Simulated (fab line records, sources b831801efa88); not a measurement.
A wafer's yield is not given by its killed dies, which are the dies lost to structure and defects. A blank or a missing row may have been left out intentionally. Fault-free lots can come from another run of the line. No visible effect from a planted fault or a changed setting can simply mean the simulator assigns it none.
The tool behind it: which one? | flow gf180mcu | 11 lots with 33 wafers sampled at 7 steps, on a route of 602 steps

== WHAT THE GAUGES READ, wafer by wafer ==
GF_M5_CD_MEAS_07: the cd target is 280 nm. Usual: cdNm reads 280.1 nm (standard deviation 1.1).
lot  | measured     | on       | cdNm (nm)         | flag
L685 | day 25 23:34 | cdSem-01 | 279.7 280.7 280.5 | 
L686 | day 26 13:01 | cdSem-02 | 281.3 280.2 280.1 | 
L689 | day 27 12:16 | cdSem-02 | 279.8 278.8 280.5 | 
L691 | day 28 12:08 | cdSem-01 | 280.7 281.4 279.0 | 
L695 | day 29 09:41 | cdSem-01 | 280.2 280.7 281.4 | 
L696 | day 29 22:16 | cdSem-01 | 279.0 279.6 280.4 | 
L697 | day 30 00:56 | cdSem-02 | 280.1 280.3 279.7 | 
L698 | day 30 17:49 | cdSem-02 | 278.8 278.7 278.0 | 
L699 | day 30 21:20 | cdSem-02 | 279.1 279.6 278.8 | 
L704 | day 32 09:07 | cdSem-02 | 279.5 280.3 279.1 | 
L707 | day 32 16:56 | cdSem-02 | 282.3 281.0 282.2 | 

GF_V5_RS_MEAS_24: measures by four-point-probe. Usual: V5_W_RS typically reads 0.326 ohm/sq, with standard deviation 0.0038.
lot  | measured     | on           | V5_W_RS (ohm/sq)  | flag
L685 | day 26 23:05 | filmMetro-01 | 0.328 0.331 0.331 | 
L686 | day 27 12:28 | filmMetro-01 | 0.328 0.326 0.330 | 
L689 | day 28 11:32 | filmMetro-04 | 0.320 0.321 0.320 | 
L691 | day 29 09:58 | filmMetro-01 | 0.325 0.326 0.322 | 
L695 | day 30 07:04 | filmMetro-01 | 0.318 0.321 0.320 | 
L696 | day 30 18:13 | filmMetro-01 | 0.322 0.323 0.323 | 
L697 | day 30 21:26 | filmMetro-03 | 0.787 0.777 0.788 | OFF
L698 | day 31 13:51 | filmMetro-01 | 0.765 0.777 0.748 | OFF
L699 | day 31 17:18 | filmMetro-04 | 0.325 0.331 0.331 | 
L704 | day 33 04:29 | filmMetro-03 | 0.329 0.326 0.327 | 
L707 | day 33 11:55 | filmMetro-01 | 0.331 0.327 0.331 | 

GF_V5_THK_MEAS_25: measures by xrf. Usual: V5_W_THK typically reads 366 nm, with standard deviation 4.7.
lot  | measured     | on           | V5_W_THK (nm) | flag
L685 | day 26 23:11 | filmMetro-01 | 363 356 358   | 
L686 | day 27 12:34 | filmMetro-01 | 362 364 357   | 
L689 | day 28 11:38 | filmMetro-04 | 367 368 369   | 
L691 | day 29 10:04 | filmMetro-01 | 369 370 371   | 
L695 | day 30 07:11 | filmMetro-01 | 374 369 371   | 
L696 | day 30 18:20 | filmMetro-01 | 368 368 367   | 
L697 | day 30 21:32 | filmMetro-03 | 152 153 151   | OFF
L698 | day 31 13:58 | filmMetro-01 | 156 153 159   | OFF
L699 | day 31 17:25 | filmMetro-04 | 374 366 366   | 
L704 | day 33 04:36 | filmMetro-03 | 366 368 367   | 
L707 | day 33 12:02 | filmMetro-01 | 362 369 362   | 

GF_TOP_METAL_RS_MEAS_05: measures by four-point-probe. Usual: TOP_METAL_ALCU_RS typically reads 0.0330 ohm/sq, with standard deviation 0.00031.
lot  | measured     | on           | TOP_METAL_ALCU_RS (ohm/sq) | flag
L685 | day 26 23:47 | filmMetro-03 | 0.0327 0.0329 0.0329       | 
L686 | day 27 14:02 | filmMetro-03 | 0.0327 0.0330 0.0332       | 
L689 | day 28 12:14 | filmMetro-04 | 0.0328 0.0329 0.0326       | 
L691 | day 29 10:58 | filmMetro-02 | 0.0334 0.0332 0.0330       | 
L695 | day 30 08:02 | filmMetro-04 | 0.0331 0.0335 0.0337       | 
L696 | day 30 18:56 | filmMetro-03 | 0.0331 0.0331 0.0335       | 
L697 | day 30 22:08 | filmMetro-03 | 0.0330 0.0333 0.0331       | 
L698 | day 31 14:33 | filmMetro-02 | 0.0328 0.0333 0.0330       | 
L699 | day 31 18:00 | filmMetro-03 | 0.0324 0.0321 0.0321       | 
L704 | day 33 05:11 | filmMetro-04 | 0.0336 0.0332 0.0331       | 
L707 | day 33 12:37 | filmMetro-04 | 0.0331 0.0327 0.0327       | 

== WHICH TOOL RAN EACH LOT (tool, then ch and the chambers of the sampled wafers, then the start) ==
lot  | GF_V5_CVD_23                 | GF_V5_CMP_26                  | GF_TOP_METAL_SPUTTER_02
L685 | cvdW-02 ch 0,1, day 26 22:56 | cmp-01 ch 1,3, day 26 23:17   | pvdSputter-02, day 26 23:40
L686 | cvdW-02 ch 0,1, day 27 12:20 | cmp-02 ch 1,2, day 27 13:29   | pvdSputter-04, day 27 13:55
L689 | cvdW-01 ch 1, day 28 11:20   | cmp-01 ch 0,1,3, day 28 11:50 | pvdSputter-01, day 28 12:07
L691 | cvdW-01 ch 0,1, day 29 09:49 | cmp-01 ch 1,2, day 29 10:24   | pvdSputter-01, day 29 10:50
L695 | cvdW-01 ch 0,1, day 30 06:57 | cmp-01 ch 2,3, day 30 07:31   | pvdSputter-02, day 30 07:57
L696 | cvdW-01 ch 0,1, day 30 18:05 | cmp-02 ch 0,1,2, day 30 18:23 | pvdSputter-04, day 30 18:49
L697 | cvdW-01 ch 0,1, day 30 21:18 | cmp-01 ch 1,2, day 30 21:35   | pvdSputter-01, day 30 22:01
L698 | cvdW-01 ch 0,1, day 31 13:43 | cmp-01 ch 0,2,3, day 31 14:01 | pvdSputter-02, day 31 14:26
L699 | cvdW-02 ch 0,1, day 31 17:11 | cmp-02 ch 0,2, day 31 17:29   | pvdSputter-04, day 31 17:55
L704 | cvdW-02 ch 0,1, day 33 04:22 | cmp-02 ch 0,1,3, day 33 04:39 | pvdSputter-04, day 33 05:05
L707 | cvdW-02 ch 0,1, day 33 11:48 | cmp-02 ch 0,2,3, day 33 12:06 | pvdSputter-04, day 33 12:32
- GF_V5_CVD_23: deposits W, target thk 350 nm, time 104.9 s.
- GF_V5_CMP_26: polishes, stops on SiO2, t overpolish 15 s, target thk 0 nm.
- GF_TOP_METAL_SPUTTER_02: material AlCu, target thk 900 nm, time 47.82 s.

== AS READ BY THE TOOLS THEMSELVES (means over the sampled wafers that have a number; for cases with no such wafer, the mark the record gives instead) ==
GF_V5_CVD_23. Usual: heaterPowerW reads 758 W (standard deviation 56).
lot  | tool    | heaterPowerW (W) | flag
L685 | cvdW-02 | 714              | 
L686 | cvdW-02 | 703              | 
L689 | cvdW-01 | 838              | 
L691 | cvdW-01 | 825              | 
L695 | cvdW-01 | 791              | 
L696 | cvdW-01 | 835              | 
L697 | cvdW-01 | 813              | 
L698 | cvdW-01 | 795              | 
L699 | cvdW-02 | 732              | 
L704 | cvdW-02 | 723              | 
L707 | cvdW-02 | 712              | 

GF_V5_CMP_26. Usual: motorCurrentA 10.6 A, standard deviation 0.66; timeToEndpointS 85 s, standard deviation 3.5.
lot  | tool   | motorCurrentA (A) | timeToEndpointS (s) | flag
L685 | cmp-01 | 11.6              | 81                  | 
L686 | cmp-02 | 10.4              | 83                  | 
L689 | cmp-01 | 10.9              | 86                  | 
L691 | cmp-01 | 10.9              | 83                  | 
L695 | cmp-01 | 11.6              | 82                  | 
L696 | cmp-02 | 10.5              | 84                  | 
L697 | cmp-01 | 11.1              | 34                  | OFF
L698 | cmp-01 | 10.6              | 37                  | OFF
L699 | cmp-02 | 10.7              | 85                  | 
L704 | cmp-02 | 10.2              | 88                  | 
L707 | cmp-02 | 10.6              | 87                  | 

GF_TOP_METAL_SPUTTER_02. Usual: cathodeDcPowerW 10600 W, standard deviation 2; throttleValvePct 30.0 %, standard deviation 1.1.
lot  | tool          | cathodeDcPowerW (W) | throttleValvePct (%) | flag
L685 | pvdSputter-02 | 10600               | 31.3                 | 
L686 | pvdSputter-04 | 10599               | 28.8                 | 
L689 | pvdSputter-01 | 10599               | 29.6                 | 
L691 | pvdSputter-01 | 10600               | 31.6                 | 
L695 | pvdSputter-02 | 10601               | 30.2                 | 
L696 | pvdSputter-04 | 10601               | 28.6                 | 
L697 | pvdSputter-01 | 10601               | 30.9                 | 
L698 | pvdSputter-02 | 10599               | 31.3                 | 
L699 | pvdSputter-04 | 10601               | 29.1                 | 
L704 | pvdSputter-04 | 10602               | 29.7                 | 
L707 | pvdSputter-04 | 10598               | 29.6                 | 

== THE ANSWER, worked out from the rows above alone ==
Rule: a lot counts as off when the mean over its wafers that have a number is more than 3 standard deviations away from the usual mean. A lot without any number at a reading at which 4 lots or more have one is off too. Any other lot the step has rows for is counted as sound. First the gauges in route order, then the tools' own readings, where a lot's mean is used as printed above. At the first step where some lot is off, the reading lying furthest off is the one used; lots without a number count as furthest.
Off: L697, L698, seen at GF_V5_RS_MEAS_24 (V5_W_RS).
If a tool, at a process step before that reading, ran all the lots that are off and no sound lot after the first of them, it fits. Not tried: the gauges at GF_V5_RS_MEAS_24; whatever is off there is also off at GF_V5_CMP_26, on other tools, and gauge error can't account for it. One fits: cvdW-01 at GF_V5_CVD_23. Its last sound lot is L696 (day 30 18:05), its first lot that is off L697 (day 30 21:18): a fault that began between those two fits.

== WHAT WAS PUT IN BY THE SIMULATOR ==
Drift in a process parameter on cvdW-01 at GF_V5_CVD_23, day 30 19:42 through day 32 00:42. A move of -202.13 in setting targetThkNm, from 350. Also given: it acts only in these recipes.
Struck lots among those shown: L697, L698. The same result came from the rule above.
